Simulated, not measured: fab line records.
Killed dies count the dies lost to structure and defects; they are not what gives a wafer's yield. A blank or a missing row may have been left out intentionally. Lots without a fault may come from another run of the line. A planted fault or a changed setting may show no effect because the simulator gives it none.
Shared-tool check + flow sky130 + 14 lots and 48 wafers in the sample

## THE REASON FOR OPENING IT
2 of 14 lots carry a flag on the reading LDD_LDN_TW at SKY_LDD_LDN_TW_MEAS_13. Fault-free wafers read 1465, with a standard deviation of 7.5.
Rule: a lot gets a flag if all its wafers with a number sit over 4 standard deviations from that mean, or if no wafer of it has a number. All remaining lots are regarded as sound.

| lot  | measured     | on            | LDD_LDN_TW, wafer by wafer    | flag    |
|------|--------------|---------------|-------------------------------|---------|
| L773 | day 23 00:24 | film metro-02 | 1465 1460 1472                |         |
| L774 | day 23 19:20 | film metro-01 | 1456 1461 1462                |         |
| L776 | day 24 11:36 | film metro-02 | 1457 1455 1457                |         |
| L775 | day 24 11:53 | film metro-03 | 1468 1467 1478                |         |
| L779 | day 25 12:05 | film metro-02 | 1387 1397 1393 1390 1391 1392 | FLAGGED |
| L781 | day 26 00:34 | film metro-03 | 1378 1386 1386 1381 1379 1378 | FLAGGED |
| L785 | day 28 09:32 | film metro-03 | 1458 1457 1462                |         |
| L790 | day 28 21:00 | film metro-02 | 1462 1459 1461                |         |
| L791 | day 29 13:51 | film metro-03 | 1457 1459 1462                |         |
| L792 | day 29 14:10 | film metro-02 | 1459 1467 1463                |         |
| L794 | day 30 06:02 | film metro-03 | 1481 1477 1480                |         |
| L793 | day 30 07:26 | film metro-03 | 1481 1484 1473                |         |
| L795 | day 30 16:20 | film metro-01 | 1446 1454 1455                |         |
| L796 | day 31 00:16 | film metro-03 | 1461 1468 1459                |         |
Average over the flagged lots: 1386; offset from the usual -78, equal to -10 standard deviations.

## TOOL THAT RAN EACH LOT
The record keeps 1 process step preceding the reading, out of 708 steps on the route. Read each cell as the tool, then ch plus the chambers that the sampled wafers visited, then the start.
| lot  | flag    | SKY_LDD_LDN_IMPLANT_10          |
|------|---------|---------------------------------|
| L773 |         | implanter-03 ch 0, day 23 00:02 |
| L774 |         | implanter-04 ch 0, day 23 18:56 |
| L776 |         | implanter-01 ch 0, day 24 11:14 |
| L775 |         | implanter-04 ch 0, day 24 11:29 |
| L779 | FLAGGED | implanter-03 ch 0, day 25 11:43 |
| L781 | FLAGGED | implanter-03 ch 0, day 26 00:13 |
| L785 |         | implanter-01 ch 0, day 28 09:08 |
| L790 |         | implanter-01 ch 0, day 28 20:38 |
| L791 |         | implanter-01 ch 0, day 29 13:29 |
| L792 |         | implanter-04 ch 0, day 29 13:46 |
| L794 |         | implanter-03 ch 0, day 30 05:38 |
| L793 |         | implanter-03 ch 0, day 30 07:02 |
| L795 |         | implanter-03 ch 0, day 30 15:58 |
| L796 |         | implanter-01 ch 0, day 30 23:54 |
What the steps here do:
- SKY_LDD_LDN_IMPLANT_10
- SKY_LDD_LDN_TW_MEAS_13

## FLAGGED OVER TOTAL, TOOL BY TOOL (the gauges that took the reading come last)
| step                   | tool          | lots run | flagged | share of the flagged lots | sound lots run after its first flagged lot |
|------------------------|---------------|----------|---------|---------------------------|--------------------------------------------|
| SKY_LDD_LDN_IMPLANT_10 | implanter-01  | 5        | 0       | none                      | -                                          |
| SKY_LDD_LDN_IMPLANT_10 | implanter-03  | 6        | 2       | all                       | 3 (L794,L793,L795)                         |
| SKY_LDD_LDN_IMPLANT_10 | implanter-04  | 3        | 0       | none                      | -                                          |
| SKY_LDD_LDN_TW_MEAS_13 | film metro-01 | 2        | 0       | none                      | -                                          |
| SKY_LDD_LDN_TW_MEAS_13 | film metro-02 | 5        | 1       | some                      | 2 (L790,L792)                              |
| SKY_LDD_LDN_TW_MEAS_13 | film metro-03 | 7        | 1       | some                      | 5 (L785,L791,L794,L793,L796)               |

## WHAT THE TABLE ALLOWS
1 row of the table ran every flagged lot: implanter-03 at SKY_LDD_LDN_IMPLANT_10.
- implanter-03 at SKY_LDD_LDN_IMPLANT_10: 2 of its 6 lots flagged. Sound lots ran on it after the first flagged one (L794, L793, L795), which a lasting fault on the whole tool wouldn't allow. Its own readings lie more than 4 standard deviations out on every wafer of the flagged lots: dose ions cm2, faraday current uA.
Not one row of the table ran every flagged lot while running no sound lot after the first.

## WHAT THE SIMULATOR HAD INSERTED
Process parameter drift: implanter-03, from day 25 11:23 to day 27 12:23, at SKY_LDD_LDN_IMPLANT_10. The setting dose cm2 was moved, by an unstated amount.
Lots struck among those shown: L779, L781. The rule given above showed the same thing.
